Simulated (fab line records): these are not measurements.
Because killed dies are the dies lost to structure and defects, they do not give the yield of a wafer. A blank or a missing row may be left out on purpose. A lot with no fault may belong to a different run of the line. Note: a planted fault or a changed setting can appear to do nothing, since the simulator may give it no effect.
fab line records    flow sky130
record: lots: 12  wafers: 36  last_day: 50
route steps=708 shown VIA3@587 CAP2M@605 VIA4@639 PAD_OPEN@708
lots that met no fault: taken from a fault-free run of the same line
start_h: start of the lot's first displayed wafer, in hours after the record's first day    wait_h: hours from the lot's prior step to this one    " identical to the entry in the row above    L1.1+2: a single row standing in for several wafers    - either no value or no given start    * or withheld: withheld    < > ~ a bound
route shown NAME@n: NAME is a module with steps in the file, n the number in the route of the first one    usual: mean/standard deviation of fault-free wafers    same: alike in all rows    chamber/n: place in a boat    sites: per-site readings    _std_site: standard deviation of those values    _edge_site: mean of outer sites minus mean of inner sites    radius_mm: for every site, how far away it sits from the centre of the wafer    mask NAME#n: copy n    behind: the tool/chamber that last shaped the wafer    hold: reason for holding the lot/hours on hold/outcome of the hold    device: whichever transistor did not switch (one of n, p or np)    end of line: the same wafers' tests at the end of the route    a step with no rows: only its recipe    killed: the dies lost at the first sort to structure and to defects; this is not the yield of the wafer    map: the dies of a wafer, with x for killed, . for not killed, _ for no die there
set.NAME: setting as actually run; set.NAME@STEP: the setting as run at that earlier step    model.NAME: the simulator's own value behind a step, which no gauge read
a sample of lots followed through the steps of the route, with each step as a table and each wafer as a row
services: when a tool's chamber went out of use (start_h, in hours from the record's first day, below 0 if earlier), for how many hours, and the reason
== steps ==
step: SKY_VIA3_ETCH_14
recipe: chemistry: N2/H2  target: BARC  ion_energy_ev: 200  source_w: 500  bias_w: 100  pressure_mtorr: 30  n2_flow_sccm: 100  h2_flow_sccm: 200  stop_on: SiO2  time_s: 45.9  target_depth_a: 600
usual: drypump_motor_current_A: 5.3/0.43  oes_product_au: 0.855/0.0047  rf_fwd_power_W: 494.0/1.9  throttle_valve_pct: 13.225/0.01
lot.wafer  tool         chamber  start_h  wait_h  drypump_motor_current_A  oes_product_au  rf_fwd_power_W  rf_hours_counter_h  throttle_valve_pct
L353.2     rie_diel-03  2        924.08   0.0     5.0                      0.852           496.2           2                   13.225
L353.3     "            1        "        "       4.9                      0.854           494.4           11                  13.216
L353.4     "            3        "        "       5.2                      0.852           493.7           11                  13.212
L354.1     rie_diel-04  2        933.33   0.0     5.0                      0.854           494.1           13                  13.218
L354.3     "            0        "        "       5.7                      0.851           492.4           26                  13.217
L354.5     "            2        "        "       5.0                      0.853           492.2           -                   13.238
L355.1     rie_diel-04  2        934.28   0.0     5.0                      0.859           493.6           13                  13.212
L355.2     "            0        "        "       5.8                      0.856           492.1           26                  13.221
L355.3     "            1        "        "       5.1                      0.857           491.7           20                  13.214
L357.2     rie_diel-03  3        957.33   0.0     5.2                      0.854           493.4           12                  13.220
L357.3     "            0        "        "       5.1                      0.852           495.7           27                  13.228
L357.5     "            1        "        "       4.8                      0.866           496.9           -                   13.226
L358.1     rie_diel-03  2        959.93   0.0     5.0                      0.867           496.3           3                   13.220
L358.3     "            3        "        "       5.2                      0.853           497.3           12                  13.232
L358.6     "            3        "        "       5.2                      0.854           495.5           -                   13.218
L359.1     rie_diel-02  2        972.13   0.0     6.3                      0.856           494.2           6                   13.234
L359.3     "            0        "        "       5.5                      0.850           491.4           1                   13.229
L359.4     "            1        "        "       6.0                      0.860           495.4           11                  13.241
L360.1     rie_diel-02  3        980.88   0.0     5.0                      0.852           492.3           18                  13.232
L360.3     "            0        "        "       5.5                      0.859           492.8           1                   13.221
L360.4     "            2        "        "       6.4                      0.849           492.8           6                   13.231
L361.4     rie_diel-03  1        984.75   0.0     4.8                      0.859           495.5           -                   13.225
L361.5     "            3        "        "       5.2                      0.862           493.8           -                   13.243
L361.6     "            2        "        "       5.0                      0.855           494.4           -                   13.233
L362.1     rie_diel-02  1        993.22   0.0     6.0                      0.850           493.2           12                  13.222
L362.2     "            2        "        "       6.3                      0.852           494.8           7                   13.240
L362.4     "            3        "        "       5.0                      0.860           491.7           19                  13.219
L363.2     rie_diel-04  1        999.07   0.0     5.1                      0.855           494.3           23                  13.235
L363.5     "            3        "        "       5.6                      0.850           496.9           -                   13.238
L363.6     "            2        "        "       5.0                      0.863           493.9           -                   13.228
L374.1     rie_diel-04  3        1068.38  0.0     5.7                      0.857           496.6           4                   13.211
L374.5     "            3        "        "       5.7                      0.858           496.1           -                   13.235
L374.6     "            1        "        "       5.1                      0.851           492.6           -                   13.214
L376.1     rie_diel-03  0        1077.62  0.0     5.1                      0.858           493.9           3                   13.227
L376.3     "            3        "        "       5.2                      0.860           493.6           17                  13.212
L376.6     "            0        "        "       5.1                      0.854           496.3           -                   13.218
step: SKY_CAP2M_SPUTTER_02
recipe: material: TiN  target_thk_nm: 200  temp_c: 300  power_w: 6500  time_s: 166.7  chamber_pressure_pa: 0.4
usual: chamber_pressure_pa: 0.3999/0.00079  throttle_valve_pct: 30.2/0.75
lot.wafer  tool            chamber  start_h  wait_h  chamber_pressure_pa  throttle_valve_pct
L353.2     pvd_sputter-01  -        925.68   0.0     0.4006               28.8
L353.3     "               -        "        "       0.3994               31.0
L353.4     "               -        "        "       0.4013               30.8
L354.1     pvd_sputter-04  -        934.92   0.1     0.4005               29.6
L354.3     "               -        "        "       0.3995               29.9
L354.5     "               -        "        "       0.3986               29.9
L355.1     pvd_sputter-04  -        935.88   0.1     0.4006               30.6
L355.2     "               -        "        "       0.4005               30.7
L355.3     "               -        "        "       0.4001               29.6
L357.2     pvd_sputter-04  -        958.93   0.0     0.4003               29.6
L357.3     "               -        "        "       0.3997               30.7
L357.5     "               -        "        "       0.3994               30.6
L358.1     pvd_sputter-04  -        961.52   0.1     0.3997               30.4
L358.3     "               -        "        "       0.4006               30.8
L358.6     "               -        "        "       0.4011               30.3
L359.1     pvd_sputter-02  -        973.76   0.1     0.4003               32.0
L359.3     "               -        "        "       0.4005               29.0
L359.4     "               -        "        "       0.4013               29.1
L360.1     pvd_sputter-02  -        982.60   0.1     0.3990               31.7
L360.3     "               -        "        "       0.4002               31.9
L360.4     "               -        "        "       0.3994               31.2
L361.4     pvd_sputter-01  -        986.45   0.0     0.4005               30.6
L361.5     "               -        "        "       0.3992               28.7
L361.6     "               -        "        "       0.4002               30.4
L362.1     pvd_sputter-04  -        994.86   0.1     0.3996               29.9
L362.2     "               -        "        "       0.4001               30.4
L362.4     "               -        "        "       0.3997               29.6
L363.2     pvd_sputter-02  -        1000.70  0.0     0.3995               31.9
L363.5     "               -        "        "       0.3994               29.2
L363.6     "               -        "        "       0.3996               31.0
L374.1     pvd_sputter-01  -        1069.98  0.1     0.3999               31.0
L374.5     "               -        "        "       0.3985               30.9
L374.6     "               -        "        "       0.4011               30.5
L376.1     pvd_sputter-01  -        1079.21  0.1     0.4005               30.8
L376.3     "               -        "        "       0.3994               30.4
L376.6     "               -        "        "       0.4000               28.9
step: SKY_VIA4_HDPCVD_00
recipe: material: SiO2  target_thk_nm: 1750  sigma_open_frac: 0.3  time_s: 291.7  temp_c: 400  sih4_flow_sccm: 60  pressure_mtorr: 6
lot.wafer   tool       chamber  start_h  wait_h
L353.2+3+4  hdpcvd-02  2,0,2    977.04   0.0
L354.1+3+5  hdpcvd-02  1,2,0    984.84   0.0
L355.1+2+3  hdpcvd-01  0,2,1    986.14   0.0
L357.2+3+5  hdpcvd-02  2,0,2    1008.11  0.0
L358.1+3+6  hdpcvd-01  1,2,2    1010.65  0.0
L359.1+3+4  hdpcvd-01  1,2,1    1021.89  0.0
L360.1+3+4  hdpcvd-01  2,0,0    1031.18  0.0
L361.4+5+6  hdpcvd-01  0,2,1    1034.01  0.1
L362.1+2+4  hdpcvd-01  2,0,0    1042.51  0.0
L363.2+5+6  hdpcvd-01  2,1,2    1047.29  0.0
L374.1+5+6  hdpcvd-01  0,2,1    1112.74  0.0
L376.1+3+6  hdpcvd-02  1,2,0    1120.96  0.0
step: SKY_VIA4_THK_MEAS_01
recipe: reads: SiO2_of_VIA4_HDPCVD_00
usual: VIA4_HDPCVD_THK: 1743/21
lot.wafer  tool           chamber  start_h  wait_h  VIA4_HDPCVD_THK[nm]
L353.2     film_metro-01  -        977.23   0.1     1752
L353.3     "              -        "        "       1727
L353.4     "              -        "        "       1741
L354.1     film_metro-04  -        985.02   0.1     1721
L354.3     "              -        "        "       1762
L354.5     "              -        "        "       1743
L355.1     film_metro-01  -        986.32   0.1     1770
L355.2     "              -        "        "       1746
L355.3     "              -        "        "       1752
L357.2     film_metro-04  -        1008.30  0.1     1798
L357.3     "              -        "        "       1783
L357.5     "              -        "        "       1812
L358.1     film_metro-04  -        1010.86  0.1     1727
L358.3     "              -        "        "       1703
L358.6     "              -        "        "       1730
L359.1     film_metro-04  -        1022.07  0.1     1734
L359.3     "              -        "        "       1715
L359.4     "              -        "        "       1739
L360.1     film_metro-01  -        1031.36  0.1     1735
L360.3     "              -        "        "       1742
L360.4     "              -        "        "       1761
L361.4     film_metro-04  -        1034.13  0.0     1759
L361.5     "              -        "        "       1719
L361.6     "              -        "        "       1728
L362.1     film_metro-03  -        1042.69  0.1     1718
L362.2     "              -        "        "       1765
L362.4     "              -        "        "       1752
L363.2     film_metro-04  -        1047.48  0.1     1722
L363.5     "              -        "        "       1724
L363.6     "              -        "        "       1695
L374.1     film_metro-01  -        1112.92  0.1     1751
L374.5     "              -        "        "       1264
L374.6     "              -        "        "       1257
L376.1     film_metro-03  -        1121.14  0.1     1747
L376.3     "              -        "        "       1771
L376.6     "              -        "        "       1750
step: SKY_VIA4_OVL_MEAS_11
usual: VIA4_OVL: 1.4/1.3
lot.wafer  tool        chamber  start_h  wait_h  VIA4_OVL[nm]
L353.2     overlay-01  -        1001.08  0.1     1.0
L353.3     "           -        "        "       0.7
L353.4     "           -        "        "       -0.5
L354.1     overlay-01  -        1008.93  0.1     3.4
L354.3     "           -        "        "       1.2
L354.5     "           -        "        "       0.4
L355.1     overlay-02  -        1009.67  0.1     3.7
L355.2     "           -        "        "       2.5
L355.3     "           -        "        "       4.2
L357.2     overlay-02  -        1031.03  0.1     2.8
L357.3     "           -        "        "       1.6
L357.5     "           -        "        "       2.1
L358.1     overlay-02  -        1034.03  0.1     0.7
L358.3     "           -        "        "       0.6
L358.6     "           -        "        "       2.6
L359.1     overlay-02  -        1044.67  0.1     0.9
L359.3     "           -        "        "       -0.4
L359.4     "           -        "        "       0.4
L360.1     overlay-02  -        1053.58  0.1     2.0
L360.3     "           -        "        "       0.8
L360.4     "           -        "        "       -0.2
L361.4     overlay-01  -        1057.14  0.1     1.4
L361.5     "           -        "        "       2.1
L361.6     "           -        "        "       -0.3
L362.1     overlay-01  -        1064.63  0.1     1.4
L362.2     "           -        "        "       2.0
L362.4     "           -        "        "       1.3
L363.2     overlay-01  -        1069.48  0.1     1.3
L363.5     "           -        "        "       0.3
L363.6     "           -        "        "       2.1
L374.1     overlay-02  -        1132.27  0.1     1.9
L374.5     "           -        "        "       2.1
L374.6     "           -        "        "       1.9
L376.1     overlay-02  -        1140.42  0.1     3.1
L376.3     "           -        "        "       1.0
L376.6     "           -        "        "       1.9
step: SKY_PAD_OPEN_PROBE_99
usual: defect_limited_yield: 82.7/1.7  killed_at_M0_to_M3: 44/7.1  killed_at_M4_up: 3.3/1.8  killed_at_contacts: 23/5.5  killed_at_front_end: 15/4.5  killed_at_other: 0.2/0.48  killed_dies: 85/8.4  killed_open: 46/6.6  killed_short: 39/6.1
same: gross_dies: 492  killed_at_back_side: 0
lot.wafer  tool       chamber  start_h  wait_h  defect_limited_yield[%]  killed_at_M0_to_M3  killed_at_M4_up  killed_at_contacts  killed_at_front_end  killed_at_other  killed_dies  killed_open  killed_short
L357.2     prober-01  -        1101.30  1.0     80.5                     51                  1                30                  14                   0                96           57           39
L357.3     prober-01  -        1101.35  1.0     82.3                     41                  3                22                  20                   1                87           43           44
L357.5     prober-01  -        1101.45  1.1     83.1                     42                  1                23                  17                   0                83           56           27
L358.1     prober-01  -        1105.21  0.1     82.9                     40                  3                24                  17                   0                84           41           43
L358.3     prober-01  -        1105.31  0.2     82.5                     43                  2                22                  18                   1                86           41           44
L358.6     prober-01  -        1105.46  0.2     79.1                     60                  3                12                  28                   0                103          58           45
L359.1     prober-02  -        1112.53  0.1     82.5                     48                  4                18                  16                   0                86           43           43
L359.3     prober-02  -        1112.63  0.2     83.5                     45                  6                16                  14                   0                81           37           44
L359.4     prober-02  -        1112.68  0.2     81.7                     50                  2                26                  12                   0                90           51           39
L360.1     prober-02  -        1119.10  0.1     82.3                     43                  3                24                  17                   0                87           43           44
L360.3     prober-02  -        1119.20  0.2     80.7                     57                  1                18                  19                   0                95           49           43
L360.4     prober-02  -        1119.25  0.2     83.7                     38                  8                22                  12                   0                80           45           32
L361.4     prober-01  -        1124.42  0.2     83.1                     53                  3                14                  13                   0                83           37           46
L361.5     prober-01  -        1124.47  0.2     85.4                     44                  3                15                  10                   0                72           49           23
L361.6     prober-01  -        1124.52  0.2     83.1                     42                  5                25                  10                   1                83           43           40
L362.1     prober-02  -        1129.82  0.1     80.9                     37                  4                37                  15                   1                94           56           37
L362.2     prober-02  -        1129.87  0.1     83.9                     42                  3                22                  12                   0                79           42           37
L362.4     prober-02  -        1129.97  0.2     79.9                     45                  3                35                  16                   0                99           54           45
L363.2     prober-01  -        1134.59  0.1     85.2                     41                  1                17                  14                   0                73           48           25
L363.5     prober-01  -        1134.74  0.2     81.5                     39                  2                30                  19                   1                91           45           46
L363.6     prober-01  -        1134.79  0.2     80.1                     63                  1                20                  14                   0                98           54           44
L374.1     prober-01  -        1189.41  0.1     81.9                     41                  2                29                  17                   0                89           46           43
L374.5     prober-01  -        1189.61  0.2     81.5                     59                  3                20                  8                    1                91           58           33
L374.6     prober-01  -        1189.66  0.2     85.0                     37                  4                14                  19                   0                74           40           34
L376.1     prober-01  -        1196.39  0.1     85.4                     41                  3                12                  16                   0                72           34           37
L376.3     prober-01  -        1196.49  0.2     81.3                     43                  5                28                  16                   0                92           48           41
L376.6     prober-01  -        1196.64  0.2     80.5                     52                  4                18                  21                   1                96           57           39
killed by level:class
L357.2 CONTACT:geometric_particle:open=15 VIA1:geometric_particle:open=15 FIELD_ISO:geometric_particle:open=8 METAL1:geometric_particle:short=7 CONTACT:geometric_particle:short=6 VIA3:geometric_particle:open=6 VIA1:geometric_particle:short=5 VIA2:geometric_particle:short=5
L357.3 VIA1:geometric_particle:open=11 FIELD_ISO:geometric_particle:open=6 FIELD_ISO:geometric_particle:short=6 VIA3:geometric_particle:open=6 CONTACT:geometric_particle:open=6 LOCAL_INTERCONNECT:geometric_particle:short=5 VIA2:geometric_particle:open=5 POLY_GATE:geometric_particle:short=4
L357.5 CONTACT:geometric_particle:open=12 VIA1:geometric_particle:open=9 VIA3:geometric_particle:open=8 VIA2:geometric_particle:open=7 FIELD_ISO:geometric_particle:open=5 POLY_GATE:geometric_particle:open=4 LI_CONTACT:geometric_particle:open=4 VIA3:geometric_particle:short=4
L358.1 VIA1:geometric_particle:open=11 LI_CONTACT:geometric_particle:open=8 FIELD_ISO:geometric_particle:short=7 LOCAL_INTERCONNECT:geometric_particle:short=6 VIA2:geometric_particle:open=6 CONTACT:geometric_particle:open=5 FIELD_ISO:geometric_particle:open=4 VIA1:geometric_particle:short=4
L358.3 VIA1:geometric_particle:open=9 METAL1:geometric_particle:short=7 VIA2:geometric_particle:open=7 LI_CONTACT:geometric_particle:short=6 VIA3:geometric_particle:open=6 POLY_GATE:geometric_particle:short=5 POLY_GATE:geometric_particle:open=5 LI_CONTACT:geometric_particle:open=4
L358.6 VIA3:geometric_particle:open=14 VIA2:geometric_particle:open=13 VIA1:geometric_particle:open=11 POLY_GATE:geometric_particle:short=10 FIELD_ISO:geometric_particle:short=6 VIA1:geometric_particle:short=5 METAL2:geometric_particle:short=5 CONTACT:geometric_particle:open=5
L359.1 VIA2:geometric_particle:open=9 METAL1:geometric_particle:short=8 LI_CONTACT:geometric_particle:open=7 VIA1:geometric_particle:open=7 POLY_GATE:geometric_particle:open=6 CONTACT:geometric_particle:open=6 VIA1:geometric_particle:short=6 POLY_GATE:geometric_particle:short=4
L359.3 VIA1:geometric_particle:open=15 METAL2:geometric_particle:short=10 VIA1:geometric_particle:short=6 VIA3:geometric_particle:open=5 VIA2:geometric_particle:short=5 LI_CONTACT:geometric_particle:open=4 LOCAL_INTERCONNECT:geometric_particle:short=4 POLY_GATE:geometric_particle:short=3
L359.4 VIA1:geometric_particle:open=13 LI_CONTACT:geometric_particle:open=9 VIA2:geometric_particle:open=8 POLY_GATE:geometric_particle:open=6 VIA1:geometric_particle:short=6 VIA3:geometric_particle:open=6 METAL1:geometric_particle:short=5 METAL2:geometric_particle:short=5
L360.1 VIA1:geometric_particle:open=12 CONTACT:geometric_particle:open=10 VIA1:geometric_particle:short=8 CONTACT:geometric_particle:short=6 METAL3:geometric_particle:short=6 FIELD_ISO:geometric_particle:open=5 VIA3:geometric_particle:open=5 METAL2:geometric_particle:short=4
L360.3 VIA1:geometric_particle:open=13 VIA3:geometric_particle:open=9 METAL1:geometric_particle:short=7 POLY_GATE:geometric_particle:open=6 VIA1:geometric_particle:short=6 VIA2:geometric_particle:open=5 VIA3:geometric_particle:short=5 POLY_GATE:geometric_particle:short=4
L360.4 CONTACT:geometric_particle:open=11 VIA1:geometric_particle:open=8 VIA2:geometric_particle:open=8 VIA2:geometric_particle:short=5 METAL4:geometric_particle:short=5 VIA3:geometric_particle:open=5 LI_CONTACT:geometric_particle:short=4 LI_CONTACT:geometric_particle:open=4
L361.4 VIA1:geometric_particle:open=14 VIA3:geometric_particle:open=8 VIA1:geometric_particle:short=7 FIELD_ISO:geometric_particle:short=6 VIA2:geometric_particle:short=6 METAL2:geometric_particle:short=5 LOCAL_INTERCONNECT:geometric_particle:short=4 VIA2:geometric_particle:open=4
L361.5 VIA1:geometric_particle:open=12 VIA2:geometric_particle:open=7 CONTACT:geometric_particle:open=6 FIELD_ISO:geometric_particle:open=5 VIA1:geometric_particle:short=5 LI_CONTACT:geometric_particle:open=4 VIA3:geometric_particle:open=4 METAL1:geometric_particle:open=3
L361.6 VIA1:geometric_particle:open=10 LI_CONTACT:geometric_particle:open=9 METAL2:geometric_particle:short=9 CONTACT:geometric_particle:open=6 VIA3:geometric_particle:open=6 METAL4:geometric_particle:short=4 CONTACT:geometric_particle:short=4 VIA1:geometric_particle:short=4
L362.1 CONTACT:geometric_particle:open=15 VIA1:geometric_particle:open=11 CONTACT:geometric_particle:short=10 VIA2:geometric_particle:open=9 FIELD_ISO:geometric_particle:open=6 LI_CONTACT:geometric_particle:open=4 FIELD_ISO:geometric_particle:short=3 LI_CONTACT:geometric_particle:short=3
L362.2 CONTACT:geometric_particle:open=11 VIA3:geometric_particle:open=8 VIA1:geometric_particle:open=7 METAL1:geometric_particle:short=6 VIA1:geometric_particle:short=6 CONTACT:geometric_particle:short=5 VIA2:geometric_particle:open=4 POLY_GATE:geometric_particle:open=3
L362.4 CONTACT:geometric_particle:open=15 VIA1:geometric_particle:open=11 CONTACT:geometric_particle:short=8 VIA2:geometric_particle:open=7 METAL2:geometric_particle:short=6 LI_CONTACT:geometric_particle:open=6 METAL1:geometric_particle:short=6 VIA3:geometric_particle:open=5
L363.2 VIA1:geometric_particle:open=8 VIA3:geometric_particle:open=8 VIA2:geometric_particle:open=7 FIELD_ISO:geometric_particle:open=6 CONTACT:geometric_particle:open=6 CONTACT:geometric_particle:short=4 POLY_GATE:geometric_particle:open=3 LOCAL_INTERCONNECT:geometric_particle:open=3
L363.5 CONTACT:geometric_particle:open=9 LI_CONTACT:geometric_particle:open=7 METAL1:geometric_particle:short=7 POLY_GATE:geometric_particle:short=6 CONTACT:geometric_particle:short=6 VIA1:geometric_particle:open=6 VIA2:geometric_particle:open=6 METAL2:geometric_particle:short=5
L363.6 VIA1:geometric_particle:open=17 VIA3:geometric_particle:open=11 VIA2:geometric_particle:open=8 CONTACT:geometric_particle:open=7 LOCAL_INTERCONNECT:geometric_particle:short=6 VIA1:geometric_particle:short=5 METAL2:geometric_particle:short=5 FIELD_ISO:geometric_particle:short=4
L374.1 VIA2:geometric_particle:open=13 CONTACT:geometric_particle:open=9 LI_CONTACT:geometric_particle:open=8 FIELD_ISO:geometric_particle:open=6 FIELD_ISO:geometric_particle:short=6 CONTACT:geometric_particle:short=6 VIA1:geometric_particle:short=6 VIA1:geometric_particle:open=4
L374.5 VIA1:geometric_particle:open=14 VIA2:geometric_particle:open=13 LI_CONTACT:geometric_particle:open=8 VIA3:geometric_particle:open=7 CONTACT:geometric_particle:open=6 METAL1:geometric_particle:short=5 VIA1:geometric_particle:short=5 METAL2:geometric_particle:short=5
L374.6 FIELD_ISO:geometric_particle:open=11 VIA3:geometric_particle:open=8 VIA2:geometric_particle:open=5 FIELD_ISO:geometric_particle:short=4 LI_CONTACT:geometric_particle:open=4 METAL1:geometric_particle:short=4 METAL2:geometric_particle:short=4 VIA2:geometric_particle:short=4
L376.1 VIA1:geometric_particle:open=12 METAL2:geometric_particle:short=7 FIELD_ISO:geometric_particle:open=4 METAL1:geometric_particle:short=4 VIA1:geometric_particle:short=4 VIA2:geometric_particle:open=4 VIA3:geometric_particle:open=3 POLY_GATE:geometric_particle:open=3
L376.3 CONTACT:geometric_particle:open=11 VIA2:geometric_particle:open=8 METAL1:geometric_particle:short=7 POLY_GATE:geometric_particle:short=7 LI_CONTACT:geometric_particle:open=7 VIA1:geometric_particle:open=6 METAL2:geometric_particle:short=6 LOCAL_INTERCONNECT:geometric_particle:short=5
L376.6 VIA1:geometric_particle:open=14 VIA2:geometric_particle:open=8 LI_CONTACT:geometric_particle:open=7 POLY_GATE:geometric_particle:open=6 CONTACT:geometric_particle:open=6 METAL1:geometric_particle:short=6 METAL2:geometric_particle:short=6 FIELD_ISO:geometric_particle:short=5
== services ==
tool            chamber  start_h  hours  kind
rie_diel-02     0        907.03   9.8    repair
hdpcvd-02       -        908.20   5.5    pm
rie_diel-03     -        908.77   0.2    repair
rie_diel-03     -        930.14   4.3    pm
hdpcvd-01       0        936.57   2.2    repair
pvd_sputter-04  -        949.51   3.6    repair
hdpcvd-01       -        950.25   15.0   pm
hdpcvd-01       0        950.25   15.0   vent_cycle
hdpcvd-01       1        950.25   15.0   vent_cycle
rie_diel-03     -        952.74   0.3    repair
rie_diel-04     3        953.13   6.2    repair
rie_diel-03     -        986.72   0.6    repair
hdpcvd-01       -        992.96   0.2    repair
rie_diel-03     1        997.82   6.3    repair
rie_diel-02     2        1010.15  5.5    repair
pvd_sputter-04  -        1017.72  2.0    repair
rie_diel-03     3        1020.80  8.9    repair
rie_diel-02     3        1047.09  5.5    repair
rie_diel-04     3        1052.15  9.6    repair
rie_diel-04     0        1055.44  20.7   repair
rie_diel-03     -        1081.20  2.8    pm
rie_diel-02     0        1083.85  5.3    repair
pvd_sputter-02  -        1090.04  1.3    repair
pvd_sputter-01  -        1107.61  8.2    repair
== key ==
first_sign: step: SKY_VIA4_THK_MEAS_01  reading: VIA4_HDPCVD_THK  direction: down  sigmas: 23  usual: 1743  struck: 1260
effect none on later readings
met_at SKY_VIA4_HDPCVD_00
struck_lots L374
struck_wafers L374.5,L374.6
not_acting_at SKY_VIA3_ETCH_14,SKY_CAP2M_SPUTTER_02,SKY_VIA4_OVL_MEAS_11
onset_between 1047.29 1112.74
fault: kind: process_parameter_drift  tool: hdpcvd-01  chamber: -  onset_h: 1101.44  steps: SKY_VIA4_HDPCVD_00  channel: target_thk_nm  offset: -454.04  shape: step  end_h: 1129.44  scope: struck_wafers_only  acts_in: these_recipes_only  stated: 1750
